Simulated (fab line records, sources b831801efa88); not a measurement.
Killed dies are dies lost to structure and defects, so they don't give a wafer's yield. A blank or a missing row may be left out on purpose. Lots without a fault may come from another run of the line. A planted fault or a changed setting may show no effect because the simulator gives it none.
Tool commonality check | flow gf180mcu | 12 lots, 36 wafers sampled

WHY IT WAS OPENED
At GF_HV_LDD_THK_MEAS_57 the reading HV_LDD_CVD_56_THK is flagged on 3 of 12 lots. Wafers without a fault read 89.9 nm, standard deviation 0.98.
Rule: a lot is flagged when every wafer of it that has a number lies more than 4 standard deviations from that mean, or none has a number. The other lots count as sound.

lot  | measured     | on            | HV_LDD_CVD_56_THK (nm), wafer by wafer | flag
L752 | day 12 22:47 | film_metro-04 | 90.1 90.5 89.8                         |
L753 | day 13 09:07 | film_metro-02 | 86.8 87.2 86.9                         |
L755 | day 13 20:46 | film_metro-04 | 90.2 89.7 90.1                         |
L757 | day 14 13:35 | film_metro-02 | 97.8 97.3 97.8                         | FLAGGED
L758 | day 15 00:18 | film_metro-01 | 97.7 97.6 97.6                         | FLAGGED
L760 | day 15 12:46 | film_metro-04 | 97.5 96.3 97.2                         | FLAGGED
L761 | day 15 20:08 | film_metro-01 | 90.6 90.0 90.2                         |
L768 | day 18 12:34 | film_metro-04 | 90.6 90.4 89.8                         |
L769 | day 18 13:44 | film_metro-02 | 90.2 90.3 90.6                         |
L770 | day 18 21:01 | film_metro-04 | 90.2 90.3 90.4                         |
L772 | day 19 18:40 | film_metro-01 | 90.5 90.9 90.3                         |
L774 | day 20 07:58 | film_metro-01 | 89.8 90.1 89.2                         |
The numbers of the flagged lots are 97.4 nm on average: +7.5 nm against the usual, or +8 standard deviations.

WHICH TOOL RAN EACH LOT
The record holds 2 process steps before the reading, out of a route of 602 steps. In each cell: the tool, then ch and the chambers that the sampled wafers went through, then the start.
lot  | flag    | GF_VT_IMPLANT_STRIP_31               | GF_HV_LDD_CVD_56
L752 |         | plasma_asher-01 ch 0,1, day 7 03:53  | lpcvd-02 ch 0, day 12 21:22
L753 |         | plasma_asher-01 ch 0,1, day 7 16:00  | lpcvd-01 ch 0, day 13 07:41
L755 |         | plasma_asher-01 ch 0,1, day 8 01:17  | lpcvd-01 ch 1, day 13 19:20
L757 | FLAGGED | plasma_asher-03 ch 0,1, day 8 12:08  | lpcvd-01 ch 0, day 14 12:08
L758 | FLAGGED | plasma_asher-04 ch 0,1, day 8 23:47  | lpcvd-01 ch 1, day 14 22:51
L760 | FLAGGED | plasma_asher-03 ch 0,1, day 9 08:48  | lpcvd-01 ch 0, day 15 11:20
L761 |         | plasma_asher-03 ch 0,1, day 9 15:14  | lpcvd-02 ch 1, day 15 18:42
L768 |         | plasma_asher-03 ch 0,1, day 11 14:44 | lpcvd-02 ch 1, day 18 11:08
L769 |         | plasma_asher-04 ch 0,1, day 11 17:53 | lpcvd-01 ch 1, day 18 12:17
L770 |         | plasma_asher-04 ch 0,1, day 12 01:03 | lpcvd-01 ch 1, day 18 19:36
L772 |         | plasma_asher-01 ch 0,1, day 12 18:11 | lpcvd-01 ch 0, day 19 17:14
L774 |         | plasma_asher-01 ch 0,1, day 13 03:24 | lpcvd-01 ch 1, day 20 06:32
What these steps do:
- GF_VT_IMPLANT_STRIP_31: strips in O2/N2.
- GF_HV_LDD_CVD_56: deposits Si3N4 from DCS/NH3, target thk 90 nm, time 1543 s.
- GF_HV_LDD_THK_MEAS_57

FLAGGED OVER TOTAL, TOOL BY TOOL (the gauges that took the reading come last)
step                   | tool            | lots run | flagged | share of the flagged lots | sound lots run after its first flagged lot
GF_VT_IMPLANT_STRIP_31 | plasma_asher-01 | 5        | 0       | none                      | -
GF_VT_IMPLANT_STRIP_31 | plasma_asher-03 | 4        | 2       | some                      | 2 (L761,L768)
GF_VT_IMPLANT_STRIP_31 | plasma_asher-04 | 3        | 1       | some                      | 2 (L769,L770)
GF_HV_LDD_CVD_56       | lpcvd-01        | 9        | 3       | all                       | 4 (L769,L770,L772,L774)
GF_HV_LDD_CVD_56       | lpcvd-02        | 3        | 0       | none                      | -
GF_HV_LDD_THK_MEAS_57  | film_metro-01   | 4        | 1       | some                      | 3 (L761,L772,L774)
GF_HV_LDD_THK_MEAS_57  | film_metro-02   | 3        | 1       | some                      | 1 (L769)
GF_HV_LDD_THK_MEAS_57  | film_metro-04   | 5        | 1       | some                      | 2 (L768,L770)

WHAT THE TABLE ALLOWS
1 row of the table ran every flagged lot: lpcvd-01 at GF_HV_LDD_CVD_56.
- lpcvd-01 at GF_HV_LDD_CVD_56: 3 of its 9 lots flagged. Sound lots ran on it after the first flagged one (L769, L770, L772, L774), which a lasting fault on the whole tool wouldn't allow.
No row of the table ran every flagged lot and no sound lot after the first.

WHAT THE SIMULATOR HAD PUT IN
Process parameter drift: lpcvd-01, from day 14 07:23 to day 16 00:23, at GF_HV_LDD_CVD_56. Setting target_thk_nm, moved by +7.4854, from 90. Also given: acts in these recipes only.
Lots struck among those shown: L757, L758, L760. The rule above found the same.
